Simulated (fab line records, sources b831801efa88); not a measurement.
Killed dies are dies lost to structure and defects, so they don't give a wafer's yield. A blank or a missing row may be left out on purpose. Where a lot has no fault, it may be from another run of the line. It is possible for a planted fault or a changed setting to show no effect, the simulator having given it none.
Split-lot study :: flow gf180mcu :: on a route of 602 steps: 5 lots, 23 wafers read

THE SPLIT
At GF_V3_CVD_23 (deposits W, target thk 350 nm, time 104.9 s), the setting pressureTorr was moved away from the recipe's 40 Torr on 15 of the 23 wafers read, by -12.7% to +3.9%. The other wafers ran this setting at the recipe's value.

No step appears in the file between the split and the reading.

THE READING
V3_W_RS, in ohm/sq, at GF_V3_RS_MEAS_24 (measures by four-point-probe). Fault-free wafers of this fab line usually give 0.3272 ohm/sq, standard deviation 0.003 ohm/sq.

wafer: L074.1
tool, chamber at the split: cvdW-01, 0,1,1,0,0
pressureTorr as run, Torr: 37.99
against the recipe: -5.0%
V3_W_RS, ohm/sq: 0.3331
against lot-mates on the recipe: no lot-mate on the recipe

wafer: L074.2
tool, chamber at the split: cvdW-01, 0,1,1,0,0
pressureTorr as run, Torr: 37.99
against the recipe: -5.0%
V3_W_RS, ohm/sq: 0.3382
against lot-mates on the recipe: no lot-mate on the recipe

wafer: L074.3
tool, chamber at the split: cvdW-01, 0,1,1,0,0
pressureTorr as run, Torr: 37.99
against the recipe: -5.0%
V3_W_RS, ohm/sq: 0.3355
against lot-mates on the recipe: no lot-mate on the recipe

wafer: L074.4
tool, chamber at the split: cvdW-01, 0,1,1,0,0
pressureTorr as run, Torr: 37.99
against the recipe: -5.0%
V3_W_RS, ohm/sq: 0.3410
against lot-mates on the recipe: no lot-mate on the recipe

wafer: L074.5
tool, chamber at the split: cvdW-01, 0,1,1,0,0
pressureTorr as run, Torr: 37.99
against the recipe: -5.0%
V3_W_RS, ohm/sq: 0.3377
against lot-mates on the recipe: no lot-mate on the recipe

wafer: L075.2
tool, chamber at the split: cvdW-01, 1,0,1,1,0
pressureTorr as run, Torr: 34.92
against the recipe: -12.7%
V3_W_RS, ohm/sq: 0.3540
against lot-mates on the recipe: no lot-mate on the recipe

wafer: L075.3
tool, chamber at the split: cvdW-01, 1,0,1,1,0
pressureTorr as run, Torr: 34.92
against the recipe: -12.7%
V3_W_RS, ohm/sq: 0.3514
against lot-mates on the recipe: no lot-mate on the recipe

wafer: L075.4
tool, chamber at the split: cvdW-01, 1,0,1,1,0
pressureTorr as run, Torr: 34.92
against the recipe: -12.7%
V3_W_RS, ohm/sq: 0.3532
against lot-mates on the recipe: no lot-mate on the recipe

wafer: L075.5
tool, chamber at the split: cvdW-01, 1,0,1,1,0
pressureTorr as run, Torr: 34.92
against the recipe: -12.7%
V3_W_RS, ohm/sq: 0.3537
against lot-mates on the recipe: no lot-mate on the recipe

wafer: L075.6
tool, chamber at the split: cvdW-01, 1,0,1,1,0
pressureTorr as run, Torr: 34.92
against the recipe: -12.7%
V3_W_RS, ohm/sq: 0.3564
against lot-mates on the recipe: no lot-mate on the recipe

wafer: L082.1
tool, chamber at the split: cvdW-02, 1,0,1,0,0
pressureTorr as run, Torr: 40
against the recipe: recipe
V3_W_RS, ohm/sq: 0.3245
against lot-mates on the recipe: -

wafer: L082.2
tool, chamber at the split: cvdW-02, 1,0,1,0,0
pressureTorr as run, Torr: 40
against the recipe: recipe
V3_W_RS, ohm/sq: 0.3270
against lot-mates on the recipe: -

wafer: L082.3
tool, chamber at the split: cvdW-02, 1,0,1,0,0
pressureTorr as run, Torr: 40
against the recipe: recipe
V3_W_RS, ohm/sq: 0.3257
against lot-mates on the recipe: -

wafer: L082.4
tool, chamber at the split: cvdW-02, 1,0,1,0,0
pressureTorr as run, Torr: 40
against the recipe: recipe
V3_W_RS, ohm/sq: 0.3214
against lot-mates on the recipe: -

wafer: L082.5
tool, chamber at the split: cvdW-02, 1,0,1,0,0
pressureTorr as run, Torr: 40
against the recipe: recipe
V3_W_RS, ohm/sq: 0.3262
against lot-mates on the recipe: -

wafer: L084.1
tool, chamber at the split: cvdW-02, 1,0,1,0,1
pressureTorr as run, Torr: 41.58
against the recipe: +3.9%
V3_W_RS, ohm/sq: 0.3206
against lot-mates on the recipe: no lot-mate on the recipe

wafer: L084.2
tool, chamber at the split: cvdW-02, 1,0,1,0,1
pressureTorr as run, Torr: 41.58
against the recipe: +3.9%
V3_W_RS, ohm/sq: 0.3245
against lot-mates on the recipe: no lot-mate on the recipe

wafer: L084.4
tool, chamber at the split: cvdW-02, 1,0,1,0,1
pressureTorr as run, Torr: 41.58
against the recipe: +3.9%
V3_W_RS, ohm/sq: 0.3226
against lot-mates on the recipe: no lot-mate on the recipe

wafer: L084.5
tool, chamber at the split: cvdW-02, 1,0,1,0,1
pressureTorr as run, Torr: 41.58
against the recipe: +3.9%
V3_W_RS, ohm/sq: 0.3230
against lot-mates on the recipe: no lot-mate on the recipe

wafer: L084.6
tool, chamber at the split: cvdW-02, 1,0,1,0,1
pressureTorr as run, Torr: 41.58
against the recipe: +3.9%
V3_W_RS, ohm/sq: 0.3209
against lot-mates on the recipe: no lot-mate on the recipe

wafer: L085.1
tool, chamber at the split: cvdW-02, 1
pressureTorr as run, Torr: 40
against the recipe: recipe
V3_W_RS, ohm/sq: 0.3214
against lot-mates on the recipe: -

wafer: L085.3
tool, chamber at the split: cvdW-02, 1
pressureTorr as run, Torr: 40
against the recipe: recipe
V3_W_RS, ohm/sq: 0.3251
against lot-mates on the recipe: -

wafer: L085.5
tool, chamber at the split: cvdW-02, 1
pressureTorr as run, Torr: 40
against the recipe: recipe
V3_W_RS, ohm/sq: 0.3235
against lot-mates on the recipe: -
If several chambers appear in one row, that row covers several wafers at once and the file leaves open which wafer was in which chamber.

FIT RESULTS
A straight line over all 23 wafers: V3_W_RS changes by -0.00202 ohm/sq for each +1% of pressureTorr; r = -0.97; the points scatter about the line by 0.0031 ohm/sq.
Too few moved wafers have a lot-mate on the recipe to fit a line with each lot's own level taken away.

THE FILE'S OWN FIT
V3_W_RS changes by -0.00202 ohm/sq for each +1% of pressureTorr, r = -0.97.
